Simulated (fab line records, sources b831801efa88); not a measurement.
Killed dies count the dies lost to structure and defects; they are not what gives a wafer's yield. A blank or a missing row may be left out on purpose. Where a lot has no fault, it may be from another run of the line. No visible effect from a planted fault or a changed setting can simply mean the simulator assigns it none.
Struck lot and sound lot, side by side | flow sky130 | 18 steps out of a route of 708
Sound: these wafers, L589.1, L589.2, L589.4. Struck: wafers L601.4, L601.5, L601.6. The cause is given at the end.
At each step with rows: each side's tool, then ch and its chambers, then its first start. Under that, the readings that differ: sound wafers | struck wafers | difference of the means | sigmas: that difference in standard deviations of wafers without a fault.
alike: a reading whose means differ by less than 2 such deviations, as well as words and numbers matching on both sides. not compared: withheld readings; readings where some wafer has no value; bounds like >300 that might hide an equal value; numbers whose values overlap and for which the record gives no deviation.
A row with sigmas, a row that says differs or no value, or rows on one side alone: a step with any of these is where the two part. Numbers that don't overlap but have no deviation are shown without sigmas and don't part them. A reading missing from all wafers of one side parts the sides only when that side holds two or more wafers.

SKY_LDD_HVP_STRIP_09: strips in O2/N2.
  sound on plasmaAsher-04 ch 0,1, day 24 15:03; struck on plasmaAsher-02 ch 0,1, day 28 18:45
  alike: drypumpMotorCurrentA, n2FlowSccm, oesProductAu, stripTimeToEndpointS
  not compared: rfHoursCounterH
SKY_LDD_HVP_TW_MEAS_10:
  struck on filmMetro-03, day 28 18:50; sound on filmMetro-01, day 24 15:09
  alike: LDD_HVP_TW
then, 7 steps without rows for these wafers: SKY_LDD_LDN_DEHYDRATE_00 (time 60 s); SKY_LDD_LDN_HMDS_01 (prime time 60 s); SKY_LDD_LDN_COAT_02 (resist thk 1140 nm); SKY_LDD_LDN_SOFTBAKE_03 (time 60 s); SKY_LDD_LDN_EXPOSE_04 (exposes mask LDNTM, target cd 700 nm); SKY_LDD_LDN_PEB_05; SKY_LDD_LDN_DEVELOP_06 (develop time 60 s).
SKY_LDD_LDN_OVL_MEAS_07:
  struck on overlay-01, day 29 22:26; sound on overlay-02, day 25 19:28
  alike: LDD_LDN_OVL
then, 2 steps without rows for these wafers: SKY_LDD_LDN_IMPLANT_08; SKY_LDD_LDN_IMPLANT_09.
SKY_LDD_LDN_IMPLANT_10:
  sound on implanter-02 ch 0, day 25 19:48; struck on implanter-01 ch 0, day 29 22:49
reading          | sound                            | struck                        | difference | sigmas
doseIonsCm2      | 1.2515e+13 1.2506e+13 1.2498e+13 | 3.026e+12 3.059e+12 3.023e+12 | -9.470e+12 | -99 or more
faradayCurrentUA | 72.5 70.4 72.1                   | 16.7 17.4 17.6                | -54.4      | -39
following that, these wafers have no rows for 1 step: SKY_LDD_LDN_IMPLANT_11.
SKY_LDD_LDN_STRIP_12: strips in O2/N2.
  sound on plasmaAsher-02 ch 0,1, day 25 20:06; struck on plasmaAsher-03 ch 0,1, day 29 23:05
  alike: drypumpMotorCurrentA, n2FlowSccm, oesProductAu, stripTimeToEndpointS
  not compared: rfHoursCounterH
SKY_LDD_LDN_TW_MEAS_13:
  struck on filmMetro-02, day 29 23:11; sound on filmMetro-02, day 25 20:12
reading    | sound          | struck         | difference | sigmas
LDD_LDN_TW | 1471 1471 1472 | 1389 1393 1395 | -79        | -5
then, 1 step without rows for these wafers: SKY_LDD_LDN_CLEAN_14 (cleans in SC1/SC2, time 150 s).
-- the record jumps here: 20 days lie between the struck wafers' starts before and after (it left off in module LDD_LDN and takes up again in module PAD_OPEN, whose first step shown is number 708 of the route) --
SKY_PAD_OPEN_PROBE_99:
  struck on prober-01, day 50 07:35; sound on prober-01, day 47 14:59
reading                      | sound          | struck         | difference | sigmas
model.etest.tipSonos.rsOhmSq | 2636 2610 2588 | 2958 2944 2957 | +342       | 
  alike: killed_at_M0_to_M3, killed_at_M4_up, killedAtContacts, killedAtFrontEnd, killedAtOther, killedDies, killedOpen, killedShort

WHERE THEY PART
Earliest at SKY_LDD_LDN_IMPLANT_10; latest, in this record, at SKY_LDD_LDN_TW_MEAS_13. Later steps at which nothing parts them and some readings are alike: SKY_PAD_OPEN_PROBE_99.

WHY: whatever the simulator had introduced
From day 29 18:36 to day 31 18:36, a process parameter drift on implanter-01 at SKY_LDD_LDN_IMPLANT_10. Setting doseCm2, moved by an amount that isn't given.
